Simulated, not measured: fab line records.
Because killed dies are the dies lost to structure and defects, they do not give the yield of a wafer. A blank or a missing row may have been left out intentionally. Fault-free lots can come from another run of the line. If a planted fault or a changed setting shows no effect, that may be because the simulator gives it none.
Matching of chambers + flow sky130 + SKY_VIA4_CMP_21 on cmp-02 has 4 sister chambers
The step polishes, stops on SiO2, t overpolish 25 s, target thk 0 nm. 24 wafers are shown with their chamber, then 12 later ones without.

WAFERS PAIRED WITH THEIR CHAMBERS
| wafer  | chamber | motor_current_A (A) | time_to_endpoint_s (s) | overpolish_run_s (s) |
|--------|---------|---------------------|------------------------|----------------------|
| L074.2 | 3       | 10.5                | 120                    | 25.010               |
| L074.3 | 1       | 10.7                | 122                    | 25.015               |
| L074.4 | 2       | 10.8                | 123                    | 24.987               |
| L081.1 | 3       | 9.8                 | 117                    | 25.020               |
| L081.3 | 0       | 12.0                | 123                    | 24.981               |
| L081.4 | 1       | 10.1                | 114                    | 25.006               |
| L082.1 | 1       | 10.0                | 120                    | 24.995               |
| L082.3 | 3       | 9.8                 | 120                    | 24.982               |
| L082.4 | 2       | 10.3                | 121                    | 25.007               |
| L085.3 | 0       | 11.8                | 126                    | 24.997               |
| L085.5 | 3       | 9.8                 | 122                    | 24.974               |
| L085.6 | 2       | 10.9                | 121                    | 24.997               |
| L086.1 | 2       | 10.4                | 121                    | 25.001               |
| L086.3 | 1       | 10.5                | 120                    | 24.998               |
| L086.4 | 3       | 10.3                | 116                    | 24.997               |
| L088.2 | 2       | 10.9                | 118                    | 24.993               |
| L088.3 | 0       | 11.9                | 127                    | 25.002               |
| L088.6 | 3       | 10.5                | 121                    | 24.988               |
| L090.1 | 0       | 12.4                | 130                    | 24.982               |
| L090.3 | 2       | 10.8                | 122                    | 25.008               |
| L090.6 | 1       | 10.0                | 122                    | 25.000               |
| L091.2 | 1       | 9.9                 | 117                    | 24.997               |
| L091.3 | 3       | 10.1                | 118                    | 25.011               |
| L091.6 | 2       | 10.7                | 121                    | 24.996               |

SIGNATURES (means of the wafers above)
| reading            | chamber 0 | chamber 1 | chamber 2 | chamber 3 | scatter within a chamber |
|--------------------|-----------|-----------|-----------|-----------|--------------------------|
| motor_current_A    | 12.025    | 10.200    | 10.686    | 10.114    | 0.292                    |
| time_to_endpoint_s | 126.50    | 119.17    | 121.00    | 119.14    | 2.42                     |
| overpolish_run_s   | 24.99050  | 25.00183  | 24.99843  | 24.99743  | 0.0116                   |
Rule: a wafer lies at a distance from a chamber equal to the root of the sum of squares, over the readings, of (its reading less the chamber's mean, divided by the reading's scatter). The wafer belongs to the nearest chamber; if the next one is less than 2 further off, it can't be placed. The scatter: take each reading less its chamber's mean, square it, sum over the shown wafers, divide by the number of wafers less the number of chambers, and take the root.

WAFERS WITHOUT THEIR CHAMBER
| wafer  | motor_current_A (A) | time_to_endpoint_s (s) | overpolish_run_s (s) |
|--------|---------------------|------------------------|----------------------|
| L092.1 | 12.2                | 126                    | 25.008               |
| L092.4 | 10.2                | 124                    | 25.001               |
| L092.6 | 9.8                 | 125                    | 25.001               |
| L094.2 | 12.6                | 121                    | 24.992               |
| L094.5 | 11.0                | 117                    | 24.991               |
| L094.6 | 10.2                | 116                    | 24.997               |
| L096.3 | 10.2                | 123                    | 24.993               |
| L096.4 | 10.3                | 119                    | 24.993               |
| L096.5 | 10.6                | 120                    | 25.013               |
| L097.1 | 11.7                | 123                    | 24.999               |
| L097.4 | 10.2                | 120                    | 25.003               |
| L097.6 | 10.0                | 123                    | 24.991               |

WHICH CHAMBER EACH ONE RAN IN
| wafer  | from the rows above          | in truth |
|--------|------------------------------|----------|
| L092.1 | 0                            | 0        |
| L092.4 | can't be placed: 1 or 3 or 2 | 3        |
| L092.6 | can't be placed: 3 or 1 or 2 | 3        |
| L094.2 | 0                            | 0        |
| L094.5 | can't be placed: 2 or 1 or 3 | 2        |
| L094.6 | can't be placed: 3 or 1 or 2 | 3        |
| L096.3 | can't be placed: 3 or 1 or 2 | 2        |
| L096.4 | can't be placed: 3 or 1 or 2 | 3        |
| L096.5 | can't be placed: 2 or 1 or 3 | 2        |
| L097.1 | can't be placed: 0 or 2      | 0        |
| L097.4 | can't be placed: 1 or 3 or 2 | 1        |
| L097.6 | can't be placed: 3 or 1 or 2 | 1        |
Placed correctly: 2 of 12. These rows do not allow placing 10 (true chamber among the candidates in 10). Number placed wrongly: 0.
